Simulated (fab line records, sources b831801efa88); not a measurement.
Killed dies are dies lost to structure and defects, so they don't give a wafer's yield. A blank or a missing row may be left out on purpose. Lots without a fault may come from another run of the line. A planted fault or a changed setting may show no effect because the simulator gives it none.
fab line records | flow gf180mcu
record lots=5 wafers=15 last_day=34
route steps=602 shown STI@22 DNWELL@32 NWELL@42 LVPWELL@54 MVSD@66
lots that met no fault: from a run of the same line without faults
start_h: hours from the record's first day to the start of the lot's first wafer shown | wait_h: hours since the lot's step before | " the same as in the row above | L1.1+2: a row that stands for several wafers | - no value, or no start given | * or withheld: withheld | < > ~ a bound
route shown NAME@n: a module of which the file shows steps, and the number in the route of the first | usual: mean/standard deviation of fault-free wafers | same: alike in all rows | chamber/n: place in a boat | sites: the reading at each site | _std_site: their standard deviation | _edge_site: outer sites' mean less inner sites' | radius_mm: how far each site lies from the wafer's centre | mask NAME#n: copy n | behind: the tool/chamber that last shaped the wafer | hold: why the lot was held/for how many hours/how that ended | device: the transistor (n, p or np) that didn't switch | end of line: the same wafers' tests at the end of the route | a step without rows: its recipe alone | killed: dies lost to structure and defects at the first sort, not the wafer's yield | map: a wafer's dies, x killed, . not, _ none there
set.NAME: the setting as run; set.NAME@STEP: as run at that earlier step | model.NAME: the simulator's own value behind a step, which no gauge read
lots at some steps of the route; a table a step, a row a wafer
services: from which hour (start_h, from the record's first day; less than 0 if before it) a tool's chamber was out of use, for how many hours, and why
## steps
# step GF_STI_OXIDATION_21
# recipe temp_c=1000 ambient=O2 stabilise_s=600 purge_s=300 target_thk_a=150 ox_time_s=458
# usual ox_temp_c=999.9/0.43 tube_center_temp_C_max=1002.6/0.39 zone_power_lower_pct=21.6/0.33
# same stabilise_s=600
# columns lot.wafer tool chamber start_h wait_h ox_temp_c tube_center_temp_C_max zone_power_lower_pct
L076.2 furnace-01 0 41.00 2.0 999.7 1002.9 21.4
L076.3 " 0 " " 999.4 1002.4 21.5
L076.4 " 0 " " 999.9 1002.4 21.2
L083.1 furnace-01 0 72.70 0.8 1000.1 1002.4 21.4
L083.4 " 0 " " 999.8 1003.3 21.5
L083.6 " 0 " " 999.4 1002.6 21.2
L091.1 furnace-02 0 115.88 1.4 999.6 1002.0 21.8
L091.4 " 0 " " 999.6 1002.2 21.7
L091.6 " 0 " " 1000.1 1003.0 21.7
L095.2 furnace-02 0 137.37 2.0 999.7 1004.0 22.0
L095.3 " 0 " " 999.2 1002.6 22.4
L095.4 " 0 " " 999.5 1002.7 21.8
L096.1 furnace-02 0 139.43 0.0 999.8 1002.4 22.0
L096.5 " 0 " " 1000.5 1003.1 22.2
L096.6 " 0 " " 1000.1 1002.5 21.6
# step GF_STI_THK_MEAS_22
# recipe reads=SiO2_of_STI_OXIDATION_21
# usual STI_OXIDATION_01_THK=14.95/0.26
# columns lot.wafer tool chamber start_h wait_h STI_OXIDATION_01_THK[nm]
L076.2 film_metro-04 - 42.14 0.0 15.05
L076.3 " - " " 15.12
L076.4 " - " " 14.97
L083.1 film_metro-04 - 73.83 0.0 14.95
L083.4 " - " " 14.99
L083.6 " - " " 15.14
L091.1 film_metro-03 - 117.01 0.0 14.82
L091.4 " - " " 14.88
L091.6 " - " " 14.66
L095.2 film_metro-04 - 138.50 0.0 14.61
L095.3 " - " " 14.86
L095.4 " - " " 14.83
L096.1 film_metro-03 - 140.55 0.0 15.23
L096.5 " - " " 15.00
L096.6 " - " " 14.71
# step GF_STI_CVD_23
# recipe material=SiO2 target_thk_nm=650 sigma_open_frac=0.3 time_s=108.3 temp_c=600 sih4_flow_sccm=60 pressure_mtorr=6
# usual sih4_flow_sccm=59.99/0.17
# columns lot.wafer tool chamber start_h wait_h sih4_flow_sccm
L076.2 hdpcvd-01 1 42.19 0.0 60.08
L076.3 " 0 " " 59.85
L076.4 " 2 " " 59.65
L083.1 hdpcvd-02 2 73.89 0.1 60.47
L083.4 " 2 " " 60.21
L083.6 " 0 " " 60.08
L091.1 hdpcvd-01 1 117.07 0.1 59.96
L091.4 " 2 " " 59.75
L091.6 " 1 " " 59.90
L095.2 hdpcvd-01 1 138.55 0.0 59.61
L095.3 " 2 " " 60.02
L095.4 " 0 " " 59.93
L096.1 hdpcvd-02 1 140.61 0.1 59.76
L096.5 " 1 " " 59.83
L096.6 " 2 " " 59.90
# step GF_STI_THK_MEAS_24
# recipe reads=SiO2_of_STI_CVD_23
# usual STI_CVD_23_THK=651/6
# columns lot.wafer tool chamber start_h wait_h STI_CVD_23_THK[nm]
L076.2 film_metro-01 - 42.28 0.0 651
L076.3 " - " " 659
L076.4 " - " " 656
L083.1 film_metro-03 - 73.97 0.0 655
L083.4 " - " " 653
L083.6 " - " " 657
L091.1 film_metro-01 - 117.15 0.0 652
L091.4 " - " " 652
L091.6 " - " " 647
L095.2 film_metro-03 - 138.64 0.0 649
L095.3 " - " " 650
L095.4 " - " " 643
L096.1 film_metro-03 - 140.69 0.0 650
L096.5 " - " " 645
L096.6 " - " " 647
# step GF_STI_CMP_25
# recipe stop_on=Si3N4 t_overpolish_s=33 down_force_psi=4 platen_rpm=60 target_thk_nm=524.6 pad_velocity_m_s=0.94248
# usual motor_current_A=11.7/1.4 overpolish_run_s=33.001/0.0082 retaining_ring_pressure_frac=1.000/0.0044 time_to_endpoint_s=123/4.6
# columns lot.wafer tool chamber start_h wait_h motor_current_A overpolish_run_s retaining_ring_pressure_frac time_to_endpoint_s
L076.4 cmp-01 2 42.33 0.0 12.6 32.978 1.004 134
L076.3 " 0 " " 10.7 33.000 1.005 132
L076.2 " 1 " " 12.5 32.997 1.003 131
L083.4 cmp-01 0 74.03 0.0 11.1 33.003 1.007 121
L083.1 " 2 " " 12.7 33.007 0.997 118
L083.6 " 0 " " 11.1 32.999 1.005 127
L091.4 cmp-02 0 117.26 0.1 13.1 33.001 0.998 122
L091.1 " 2 " " 12.6 33.006 1.005 120
L091.6 " 3 " " 12.3 32.994 1.004 122
L095.2 cmp-01 0 138.69 0.0 10.5 32.994 0.991 116
L095.3 " 1 " " 12.7 33.002 1.001 116
L095.4 " 2 " " 13.1 32.993 0.993 116
L096.1 cmp-02 3 140.90 0.2 12.6 32.999 1.013 126
L096.6 " 0 " " 13.3 33.005 1.001 118
L096.5 " 1 " " 10.5 33.013 1.006 123
# step GF_STI_WET_ETCH_26
# recipe chemistry=dHF target_depth_nm=94 target=SiO2 temp_c=25 dilution=10:1 time_s=188
# columns lot.wafer tool chamber start_h wait_h
L076.2+3+4 wet_bench-01 0 42.63 0.1
L083.1+4+6 wet_bench-01 1 74.33 0.1
L091.1+4+6 wet_bench-02 0 117.51 0.1
L095.2+3+4 wet_bench-01 0 138.99 0.2
L096.1+5+6 wet_bench-02 2 141.05 0.1
# step GF_STI_WET_ETCH_27
# recipe chemistry=H3PO4 target_depth_nm=160 target=Si3N4 temp_c=160 time_s=1825
# columns lot.wafer tool chamber start_h wait_h
L076.2+3+4 wet_bench-03 3 42.69 0.0
L083.1+4+6 wet_bench-02 3 74.39 0.0
L091.1+4+6 wet_bench-03 0 117.57 0.0
L095.2+3+4 wet_bench-03 1 139.05 0.0
L096.1+5+6 wet_bench-01 2 141.17 0.0
# step GF_STI_WET_ETCH_28
# recipe chemistry=dHF target_depth_nm=20 dry=ipa_marangoni target=SiO2 temp_c=25 dilution=10:1 time_s=40
# columns lot.wafer tool chamber start_h wait_h
L076.2+3+4 wet_bench-01 3 43.26 0.0
L083.1+4+6 wet_bench-03 1 74.91 0.0
L091.1+4+6 wet_bench-01 1 118.18 0.0
L095.2+3+4 wet_bench-01 1 139.57 0.0
L096.1+5+6 wet_bench-03 1 141.69 0.0
# step GF_STI_OXIDATION_29
# recipe temp_c=900 ambient=O2 stabilise_s=600 purge_s=300 target_thk_a=100 ox_time_s=1418
# usual ox_temp_c=900.0/0.38 tube_center_temp_C_max=902.3/0.35 zone_power_lower_pct=17.03/0.27
# same stabilise_s=600
# columns lot.wafer tool chamber start_h wait_h ox_temp_c tube_center_temp_C_max zone_power_lower_pct
L076.2 furnace-02 0 44.64 1.4 899.9 901.9 17.31
L076.3 " 0 " " 900.2 901.9 17.15
L076.4 " 0 " " 900.3 902.8 17.15
L083.1 furnace-01 0 75.40 0.5 900.6 902.1 17.09
L083.4 " 0 " " 900.5 902.4 16.94
L083.6 " 0 " " 899.4 902.0 16.67
L091.1 furnace-02 0 118.57 0.4 900.1 902.0 17.19
L091.4 " 0 " " 899.7 902.2 17.28
L091.6 " 0 " " 899.8 903.3 17.09
L095.2 furnace-01 0 139.59 0.0 900.5 903.2 17.00
L095.3 " 0 " " 900.5 902.4 17.07
L095.4 " 0 " " 900.8 902.5 17.06
L096.1 furnace-01 0 141.71 0.0 899.4 902.2 16.54
L096.5 " 0 " " 900.3 901.8 16.88
L096.6 " 0 " " 901.1 903.2 16.83
# step GF_STI_THK_MEAS_30
# recipe reads=SiO2_of_STI_OXIDATION_29
# usual STI_OXIDATION_02_THK=10.00/0.2
# columns lot.wafer tool chamber start_h wait_h STI_OXIDATION_02_THK[nm]
L076.2 film_metro-01 - 46.04 0.0 9.86
L076.3 " - " " 9.97
L076.4 " - " " 9.98
L083.1 film_metro-01 - 76.79 0.0 10.08
L083.4 " - " " 10.11
L083.6 " - " " 10.17
L091.1 film_metro-03 - 119.96 0.0 9.78
L091.4 " - " " 9.91
L091.6 " - " " 9.84
L095.2 film_metro-01 - 140.99 0.0 9.67
L095.3 " - " " 9.63
L095.4 " - " " 9.74
L096.1 film_metro-01 - 143.10 0.0 9.92
L096.5 " - " " 10.13
L096.6 " - " " 9.98
# step GF_DNWELL_DEHYDRATE_00
# recipe temp_c=200 time_s=60
# columns lot.wafer tool chamber start_h wait_h
L076.2+3+4 litho_track-03 0 52.08 6.0
L083.1+4+6 litho_track-04 0 82.41 5.6
L091.1+4+6 litho_track-03 0 126.45 6.5
L095.2+3+4 litho_track-01 0 148.13 7.1
L096.1+5+6 litho_track-04 0 150.10 7.0
# step GF_DNWELL_HMDS_01
# recipe prime_time_s=60 prime_temp_c=120
# columns lot.wafer tool chamber start_h wait_h
L076.2+3+4 litho_track-03 0 52.23 0.1
L083.1+4+6 litho_track-04 0 82.56 0.1
L091.1+4+6 litho_track-03 0 126.60 0.1
L095.2+3+4 litho_track-01 0 148.28 0.1
L096.1+5+6 litho_track-04 0 150.25 0.1
# step GF_DNWELL_COAT_02
# recipe spin_rpm=2000 resist_thk_nm=3000
# columns lot.wafer tool chamber start_h wait_h
L076.2+3+4 litho_track-03 0 52.38 0.1
L083.1+4+6 litho_track-04 0 82.71 0.1
L091.1+4+6 litho_track-03 0 126.75 0.1
L095.2+3+4 litho_track-01 0 148.43 0.1
L096.1+5+6 litho_track-04 0 150.40 0.1
# step GF_DNWELL_SOFTBAKE_03
# recipe temp_c=110 time_s=withheld
# columns lot.wafer tool chamber start_h wait_h
L076.2+3+4 litho_track-03 0 52.54 0.1
L083.1+4+6 litho_track-04 0 82.86 0.1
L091.1+4+6 litho_track-03 0 126.90 0.1
L095.2+3+4 litho_track-01 0 148.58 0.1
L096.1+5+6 litho_track-04 0 150.55 0.1
# step GF_DNWELL_EXPOSE_04
# recipe mask_id=DNWELL target_cd_nm=1700 na=0.6 source_shape=conventional sigma_outer=0.6 dose_mj=260
# usual stage_vel_mm_s=499.99/0.25
# columns lot.wafer tool chamber start_h wait_h mask stage_vel_mm_s
L076.2 iline_stepper-02 0 - - DNWELL#0 499.82
L076.3 " 0 " " DNWELL#0 499.52
L076.4 " 0 " " DNWELL#0 500.00
L083.1 iline_stepper-01 0 - - DNWELL#0 500.02
L083.4 " 0 " " DNWELL#0 500.07
L083.6 " 0 " " DNWELL#0 500.17
L091.1 iline_stepper-01 0 - - DNWELL#0 499.62
L091.4 " 0 " " DNWELL#0 499.78
L091.6 " 0 " " DNWELL#0 499.88
L095.2 iline_stepper-01 0 - - DNWELL#0 500.13
L095.3 " 0 " " DNWELL#0 500.16
L095.4 " 0 " " DNWELL#0 500.23
L096.1 iline_stepper-02 0 - - DNWELL#0 499.86
L096.5 " 0 " " DNWELL#0 500.24
L096.6 " 0 " " DNWELL#0 499.99
# step GF_DNWELL_PEB_05
# recipe temp_c=115 time_s=withheld
# columns lot.wafer tool chamber start_h wait_h
L076.2+3+4 litho_track-01 0 - -
L083.1+4+6 litho_track-03 0 - -
L091.1+4+6 litho_track-01 0 - -
L095.2+3+4 litho_track-03 0 - -
L096.1+5+6 litho_track-03 0 - -
# step GF_DNWELL_DEVELOP_06
# recipe wall_angle_deg=90 develop_time_s=60 dev_temp_c=23
# columns lot.wafer tool chamber start_h wait_h
L076.2+3+4 litho_track-01 0 - -
L083.1+4+6 litho_track-03 0 - -
L091.1+4+6 litho_track-01 0 - -
L095.2+3+4 litho_track-03 0 - -
L096.1+5+6 litho_track-03 0 - -
# step GF_DNWELL_IMPLANT_07
# recipe species=P energy_kev=1500 dose_cm2=1e+13 tilt_deg=0
# columns lot.wafer tool chamber start_h wait_h
L076.2+3+4 implanter-01 0 58.78 -
L083.1+4+6 implanter-02 0 90.25 -
L091.1+4+6 implanter-03 0 134.55 -
L095.2+3+4 implanter-02 0 156.98 -
L096.1+5+6 implanter-03 0 158.90 -
# step GF_DNWELL_STRIP_08
# recipe chemistry=O2/N2 power_w=1400 pressure_mtorr=1500 platen_temp_c=250 o2_flow_sccm=3000 n2_flow_sccm=300 overash_fraction=0.5
# usual drypump_motor_current_A=6.00/0.29 heater_power_w=332/15 oes_product_au=0.723/0.0044 strip_time_to_endpoint_s=36.97/0.12
# columns lot.wafer tool chamber start_h wait_h drypump_motor_current_A heater_power_w oes_product_au rf_hours_counter_h strip_time_to_endpoint_s
L076.2 plasma_asher-02 1 60.49 1.7 5.70 353 0.730 44 36.80
L076.3 " 1 " " 5.69 363 0.718 - 36.87
L076.4 " 0 " " 6.02 324 0.722 - 36.87
L083.1 plasma_asher-02 0 90.40 0.1 5.98 320 0.725 50 36.68
L083.4 " 0 " " 5.98 326 0.723 - 36.62
L083.6 " 1 " " 5.69 360 0.721 - 36.71
L091.1 plasma_asher-02 1 134.70 0.1 5.72 350 0.723 2 36.99
L091.4 " 1 " " 5.70 355 0.720 - 36.97
L091.6 " 0 " " 6.01 305 0.720 - 36.95
L095.2 plasma_asher-03 1 157.10 0.1 6.06 311 0.719 39 37.00
L095.3 " 0 " " 6.47 334 0.720 - 37.05
L095.4 " 1 " " 6.04 324 0.725 - 37.06
L096.1 plasma_asher-03 0 159.05 0.1 6.44 333 0.723 39 36.83
L096.5 " 0 " " 6.48 334 0.729 - 37.03
L096.6 " 1 " " 6.04 329 0.720 - 37.03
# step GF_DNWELL_TW_MEAS_09
# usual DNWELL_TW=1347/11
# columns lot.wafer tool chamber start_h wait_h DNWELL_TW
L076.2 film_metro-02 - 60.60 0.1 1327
L076.3 " - " " 1319
L076.4 " - " " 1325
L083.1 film_metro-01 - 90.50 0.1 1350
L083.4 " - " " 1349
L083.6 " - " " 1351
L091.1 film_metro-03 - 134.80 0.1 1331
L091.4 " - " " 1338
L091.6 " - " " 1338
L095.2 film_metro-01 - 157.21 0.1 1347
L095.3 " - " " 1345
L095.4 " - " " 1349
L096.1 film_metro-03 - 159.15 0.1 1352
L096.5 " - " " 1342
L096.6 " - " " 1350
# step GF_NWELL_DEHYDRATE_00
# recipe temp_c=200 time_s=60
# columns lot.wafer tool chamber start_h wait_h
L076.2+3+4 litho_track-03 0 65.98 5.4
L083.1+4+6 litho_track-02 0 96.49 6.0
L091.1+4+6 litho_track-03 0 141.85 7.0
L095.2+3+4 litho_track-02 0 164.46 7.2
L096.1+5+6 litho_track-04 0 166.45 7.3
# step GF_NWELL_HMDS_01
# recipe prime_time_s=60 prime_temp_c=120
# columns lot.wafer tool chamber start_h wait_h
L076.2+3+4 litho_track-03 0 66.13 0.1
L083.1+4+6 litho_track-02 0 96.64 0.1
L091.1+4+6 litho_track-03 0 142.00 0.1
L095.2+3+4 litho_track-02 0 164.61 0.1
L096.1+5+6 litho_track-04 0 166.60 0.1
# step GF_NWELL_COAT_02
# recipe spin_rpm=2000 resist_thk_nm=3000
# columns lot.wafer tool chamber start_h wait_h
L076.2+3+4 litho_track-03 0 66.28 0.1
L083.1+4+6 litho_track-02 0 96.79 0.1
L091.1+4+6 litho_track-03 0 142.15 0.1
L095.2+3+4 litho_track-02 0 164.76 0.1
L096.1+5+6 litho_track-04 0 166.75 0.1
# step GF_NWELL_SOFTBAKE_03
# recipe temp_c=110 time_s=withheld
# columns lot.wafer tool chamber start_h wait_h
L076.2+3+4 litho_track-03 0 66.44 0.1
L083.1+4+6 litho_track-02 0 96.94 0.1
L091.1+4+6 litho_track-03 0 142.30 0.1
L095.2+3+4 litho_track-02 0 164.92 0.1
L096.1+5+6 litho_track-04 0 166.90 0.1
# step GF_NWELL_EXPOSE_04
# recipe mask_id=Nwell target_cd_nm=860 na=0.6 source_shape=conventional sigma_outer=0.6 dose_mj=260
# usual stage_vel_mm_s=499.94/0.28
# columns lot.wafer tool chamber start_h wait_h mask stage_vel_mm_s
L076.2 iline_stepper-02 0 - - Nwell#0 499.95
L076.3 " 0 " " Nwell#0 500.11
L076.4 " 0 " " Nwell#0 499.53
L083.1 iline_stepper-02 0 - - Nwell#0 500.27
L083.4 " 0 " " Nwell#0 500.58
L083.6 " 0 " " Nwell#0 500.47
L091.1 iline_stepper-01 0 - - Nwell#0 499.69
L091.4 " 0 " " Nwell#0 499.60
L091.6 " 0 " " Nwell#0 499.83
L095.2 iline_stepper-02 0 - - Nwell#0 499.91
L095.3 " 0 " " Nwell#0 500.22
L095.4 " 0 " " Nwell#0 500.07
L096.1 iline_stepper-02 0 - - Nwell#0 500.11
L096.5 " 0 " " Nwell#0 499.85
L096.6 " 0 " " Nwell#0 499.97
# step GF_NWELL_PEB_05
# recipe temp_c=115 time_s=withheld
# columns lot.wafer tool chamber start_h wait_h
L076.2+3+4 litho_track-04 0 - -
L083.1+4+6 litho_track-03 0 - -
L091.1+4+6 litho_track-02 0 - -
L095.2+3+4 litho_track-04 0 - -
L096.1+5+6 litho_track-04 0 - -
# step GF_NWELL_DEVELOP_06
# recipe wall_angle_deg=90 develop_time_s=60 dev_temp_c=23
# columns lot.wafer tool chamber start_h wait_h
L076.2+3+4 litho_track-04 0 - -
L083.1+4+6 litho_track-03 0 - -
L091.1+4+6 litho_track-02 0 - -
L095.2+3+4 litho_track-04 0 - -
L096.1+5+6 litho_track-04 0 - -
# step GF_NWELL_OVL_MEAS_07
# usual NWELL_OVL=0.8/1.3
# columns lot.wafer tool chamber start_h wait_h NWELL_OVL[nm]
L076.2 overlay-02 - 73.36 - 0.2
L076.3 " - " " 0.0
L076.4 " - " " 0.5
L083.1 overlay-01 - 104.05 - 2.1
L083.4 " - " " 0.5
L083.6 " - " " 3.1
L091.1 overlay-02 - 150.39 - -1.6
L091.4 " - " " 1.4
L091.6 " - " " 0.4
L095.2 overlay-01 - 173.26 - 1.7
L095.3 " - " " 1.4
L095.4 " - " " 1.2
L096.1 overlay-01 - 175.50 - 1.5
L096.5 " - " " 2.5
L096.6 " - " " 1.5
# step GF_NWELL_IMPLANT_08
# recipe species=P energy_kev=450 dose_cm2=1.5e+13 tilt_deg=0
# columns lot.wafer tool chamber start_h wait_h
L076.2+3+4 implanter-03 0 73.42 0.0
L083.1+4+6 implanter-03 0 104.09 0.0
L091.1+4+6 implanter-03 0 150.42 0.0
L095.2+3+4 implanter-04 0 173.32 0.0
L096.1+5+6 implanter-04 0 175.54 0.0
# step GF_NWELL_IMPLANT_09
# recipe species=P energy_kev=160 dose_cm2=4e+12 tilt_deg=0
# columns lot.wafer tool chamber start_h wait_h
L076.2+3+4 implanter-03 0 73.57 0.1
L083.1+4+6 implanter-03 0 104.24 0.1
L091.1+4+6 implanter-03 0 150.57 0.1
L095.2+3+4 implanter-04 0 173.47 0.1
L096.1+5+6 implanter-04 0 175.69 0.1
# step GF_NWELL_STRIP_10
# recipe chemistry=O2/N2 power_w=1400 pressure_mtorr=1500 platen_temp_c=250 o2_flow_sccm=3000 n2_flow_sccm=300 overash_fraction=0.5
# usual drypump_motor_current_A=5.8/0.4 heater_power_w=321/24 oes_product_au=0.722/0.0039 strip_time_to_endpoint_s=36.93/0.097
# columns lot.wafer tool chamber start_h wait_h drypump_motor_current_A heater_power_w oes_product_au rf_hours_counter_h strip_time_to_endpoint_s
L076.2 plasma_asher-02 0 73.69 0.1 6.0 321 0.716 47 36.88
L076.3 " 1 " " 5.7 354 0.724 - 36.99
L076.4 " 0 " " 6.0 325 0.718 - 36.95
L083.1 plasma_asher-04 1 104.39 0.1 5.1 282 0.723 46 36.85
L083.4 " 0 " " 6.1 315 0.719 - 36.80
L083.6 " 1 " " 5.1 283 0.718 - 36.92
L091.1 plasma_asher-03 1 150.72 0.1 6.0 332 0.722 38 37.01
L091.4 " 1 " " 6.0 328 0.723 - 37.11
L091.6 " 1 " " 6.0 326 0.722 - 37.05
L095.2 plasma_asher-04 0 173.59 0.1 6.1 318 0.720 55 37.01
L095.3 " 1 " " 5.1 280 0.731 - 37.00
L095.4 " 0 " " 6.1 319 0.722 - 36.95
L096.1 plasma_asher-03 1 175.84 0.1 6.0 329 0.726 40 36.86
L096.5 " 1 " " 6.1 326 0.722 - 37.00
L096.6 " 0 " " 6.5 331 0.725 - 36.99
# step GF_NWELL_TW_MEAS_11
# usual NWELL_TW=1566/14
# columns lot.wafer tool chamber start_h wait_h NWELL_TW
L076.2 film_metro-02 - 73.80 0.1 1569
L076.3 " - " " 1557
L076.4 " - " " 1558
L083.1 film_metro-03 - 104.49 0.1 1564
L083.4 " - " " 1569
L083.6 " - " " 1576
L091.1 film_metro-02 - 150.82 0.1 1545
L091.4 " - " " 1546
L091.6 " - " " 1548
L095.2 film_metro-04 - 173.70 0.1 1579
L095.3 " - " " 1580
L095.4 " - " " 1577
L096.1 film_metro-03 - 175.94 0.1 1575
L096.5 " - " " 1588
L096.6 " - " " 1574
# step GF_LVPWELL_DEHYDRATE_00
# recipe temp_c=200 time_s=60
# columns lot.wafer tool chamber start_h wait_h
L076.2+3+4 litho_track-03 0 80.03 6.2
L083.1+4+6 litho_track-01 0 110.90 6.4
L091.1+4+6 litho_track-03 0 157.90 7.1
L095.2+3+4 litho_track-01 0 180.82 7.1
L096.1+5+6 litho_track-01 0 182.85 6.9
# step GF_LVPWELL_HMDS_01
# recipe prime_time_s=60 prime_temp_c=120
# columns lot.wafer tool chamber start_h wait_h
L076.2+3+4 litho_track-03 0 80.18 0.1
L083.1+4+6 litho_track-01 0 111.05 0.1
L091.1+4+6 litho_track-03 0 158.05 0.1
L095.2+3+4 litho_track-01 0 180.97 0.1
L096.1+5+6 litho_track-01 0 183.00 0.1
# step GF_LVPWELL_COAT_02
# recipe spin_rpm=2000 resist_thk_nm=3000
# columns lot.wafer tool chamber start_h wait_h
L076.2+3+4 litho_track-03 0 80.33 0.1
L083.1+4+6 litho_track-01 0 111.20 0.1
L091.1+4+6 litho_track-03 0 158.20 0.1
L095.2+3+4 litho_track-01 0 181.12 0.1
L096.1+5+6 litho_track-01 0 183.15 0.1
# step GF_LVPWELL_SOFTBAKE_03
# recipe temp_c=110 time_s=withheld
# columns lot.wafer tool chamber start_h wait_h
L076.2+3+4 litho_track-03 0 80.49 0.1
L083.1+4+6 litho_track-01 0 111.35 0.1
L091.1+4+6 litho_track-03 0 158.35 0.1
L095.2+3+4 litho_track-01 0 181.28 0.1
L096.1+5+6 litho_track-01 0 183.30 0.1
# step GF_LVPWELL_EXPOSE_04
# recipe mask_id=LVPWELL target_cd_nm=600 na=0.6 source_shape=conventional sigma_outer=0.6 dose_mj=260
# usual stage_vel_mm_s=500.01/0.29
# columns lot.wafer tool chamber start_h wait_h mask stage_vel_mm_s
L076.2 iline_stepper-02 0 - - LVPWELL#0 500.17
L076.3 " 0 " " LVPWELL#0 499.99
L076.4 " 0 " " LVPWELL#0 499.89
L083.1 iline_stepper-02 0 - - LVPWELL#0 499.88
L083.4 " 0 " " LVPWELL#0 499.83
L083.6 " 0 " " LVPWELL#0 499.77
L091.1 iline_stepper-02 0 - - LVPWELL#0 499.35
L091.4 " 0 " " LVPWELL#0 499.37
L091.6 " 0 " " LVPWELL#0 499.80
L095.2 iline_stepper-02 0 - - LVPWELL#0 499.92
L095.3 " 0 " " LVPWELL#0 499.69
L095.4 " 0 " " LVPWELL#0 500.09
L096.1 iline_stepper-02 0 - - LVPWELL#0 500.36
L096.5 " 0 " " LVPWELL#0 500.28
L096.6 " 0 " " LVPWELL#0 500.20
# step GF_LVPWELL_PEB_05
# recipe temp_c=115 time_s=withheld
# columns lot.wafer tool chamber start_h wait_h
L076.2+3+4 litho_track-02 0 - -
L083.1+4+6 litho_track-01 0 - -
L091.1+4+6 litho_track-01 0 - -
L095.2+3+4 litho_track-02 0 - -
L096.1+5+6 litho_track-02 0 - -
# step GF_LVPWELL_DEVELOP_06
# recipe wall_angle_deg=90 develop_time_s=60 dev_temp_c=23
# columns lot.wafer tool chamber start_h wait_h
L076.2+3+4 litho_track-02 0 - -
L083.1+4+6 litho_track-01 0 - -
L091.1+4+6 litho_track-01 0 - -
L095.2+3+4 litho_track-02 0 - -
L096.1+5+6 litho_track-02 0 - -
# step GF_LVPWELL_OVL_MEAS_07
# usual LVPWELL_OVL=0.8/1.3
# columns lot.wafer tool chamber start_h wait_h LVPWELL_OVL[nm]
L076.2 overlay-02 - 87.60 - -0.8
L076.3 " - " " 1.2
L076.4 " - " " 2.6
L083.1 overlay-01 - 118.60 - 0.9
L083.4 " - " " 1.2
L083.6 " - " " 3.2
L091.1 overlay-02 - 166.45 - 0.7
L091.4 " - " " 1.1
L091.6 " - " " 3.9
L095.2 overlay-02 - 190.04 - 2.8
L095.3 " - " " 1.2
L095.4 " - " " 2.4
L096.1 overlay-01 - 191.94 - 1.7
L096.5 " - " " 1.7
L096.6 " - " " -0.1
# step GF_LVPWELL_IMPLANT_08
# recipe species=B energy_kev=170 dose_cm2=1.5e+13 tilt_deg=0
# columns lot.wafer tool chamber start_h wait_h
L076.2+3+4 implanter-04 0 87.65 0.0
L083.1+4+6 implanter-01 0 118.64 0.0
L091.1+4+6 implanter-01 0 166.49 0.0
L095.2+3+4 implanter-02 0 190.10 0.0
L096.1+5+6 implanter-02 0 191.97 0.0
# step GF_LVPWELL_IMPLANT_09
# recipe species=B energy_kev=60 dose_cm2=5e+12 tilt_deg=0
# columns lot.wafer tool chamber start_h wait_h
L076.2+3+4 implanter-04 0 87.80 0.1
L083.1+4+6 implanter-01 0 118.79 0.1
L091.1+4+6 implanter-01 0 166.64 0.1
L095.2+3+4 implanter-02 0 190.25 0.1
L096.1+5+6 implanter-02 0 192.12 0.1
# step GF_LVPWELL_STRIP_10
# recipe chemistry=O2/N2 power_w=1400 pressure_mtorr=1500 platen_temp_c=250 o2_flow_sccm=3000 n2_flow_sccm=300 overash_fraction=0.5
# usual drypump_motor_current_A=5.9/0.48 heater_power_w=316/21 oes_product_au=0.722/0.005 strip_time_to_endpoint_s=36.99/0.099
# columns lot.wafer tool chamber start_h wait_h drypump_motor_current_A heater_power_w oes_product_au rf_hours_counter_h strip_time_to_endpoint_s
L076.2 plasma_asher-03 1 87.93 0.1 6.0 316 0.730 29 36.89
L076.3 " 0 " " 6.5 335 0.724 - 36.97
L076.4 " 1 " " 6.1 326 0.722 - 36.99
L083.1 plasma_asher-04 0 118.94 0.1 6.1 315 0.719 48 36.94
L083.4 " 1 " " 5.1 282 0.716 - 36.92
L083.6 " 1 " " 5.1 284 0.716 - 36.92
L091.1 plasma_asher-04 0 166.79 0.1 6.1 330 0.723 54 37.07
L091.4 " 0 " " 6.1 313 0.723 - 36.97
L091.6 " 1 " " 5.1 288 0.725 - 37.06
L095.2 plasma_asher-03 0 190.37 0.1 6.4 348 0.718 42 36.99
L095.3 " 1 " " 6.1 328 0.722 - 37.14
L095.4 " 0 " " 6.5 333 0.723 - 37.14
L096.1 plasma_asher-01 1 192.27 0.1 5.4 309 0.718 40 37.08
L096.5 " 1 " " 5.4 318 0.725 - 37.03
L096.6 " 0 " " 5.9 323 0.716 - 37.10
# step GF_LVPWELL_TW_MEAS_11
# usual LVPWELL_TW=556/5.7
# columns lot.wafer tool chamber start_h wait_h LVPWELL_TW
L076.2 film_metro-02 - 88.04 0.1 555
L076.3 " - " " 553
L076.4 " - " " 557
L083.1 film_metro-03 - 119.04 0.1 560
L083.4 " - " " 558
L083.6 " - " " 559
L091.1 film_metro-04 - 166.89 0.1 559
L091.4 " - " " 558
L091.6 " - " " 560
L095.2 film_metro-03 - 190.48 0.1 558
L095.3 " - " " 559
L095.4 " - " " 559
L096.1 film_metro-02 - 192.37 0.1 554
L096.5 " - " " 552
L096.6 " - " " 553
# step GF_MVSD_DEHYDRATE_00
# recipe temp_c=200 time_s=60
# columns lot.wafer tool chamber start_h wait_h
L076.2+3+4 litho_track-01 0 94.08 6.0
L083.1+4+6 litho_track-04 0 125.51 6.5
L091.1+4+6 litho_track-02 0 174.64 7.7
L095.2+3+4 litho_track-04 0 198.28 7.8
L096.1+5+6 litho_track-01 0 200.05 7.7
## services
# columns tool chamber start_h hours kind
implanter-04 - 19.34 1.8 repair
iline_stepper-01 - 41.37 1.7 pm
plasma_asher-03 - 50.24 14.6 pm
plasma_asher-02 - 55.97 4.1 repair
implanter-04 - 56.00 3.2 repair
iline_stepper-01 - 57.43 4.4 pm
plasma_asher-03 - 68.86 8.2 repair
plasma_asher-03 - 80.43 2.8 pm
plasma_asher-04 - 80.92 12.5 repair
furnace-02 - 82.60 4.2 pm
implanter-02 - 108.28 1.0 repair
plasma_asher-02 - 108.75 9.0 pm
furnace-01 - 113.18 3.3 pm
implanter-02 - 117.84 7.2 repair
plasma_asher-03 - 125.28 0.7 repair
plasma_asher-04 - 126.70 1.3 repair
plasma_asher-02 - 147.51 2.6 repair
implanter-01 - 153.89 1.4 repair
implanter-01 - 154.38 2.6 repair
furnace-02 - 156.51 6.2 pm
implanter-04 - 176.96 3.2 pm
plasma_asher-03 - 177.88 2.0 repair
implanter-01 - 183.81 1.2 repair
iline_stepper-02 - 193.02 1.7 pm
## key
fault none
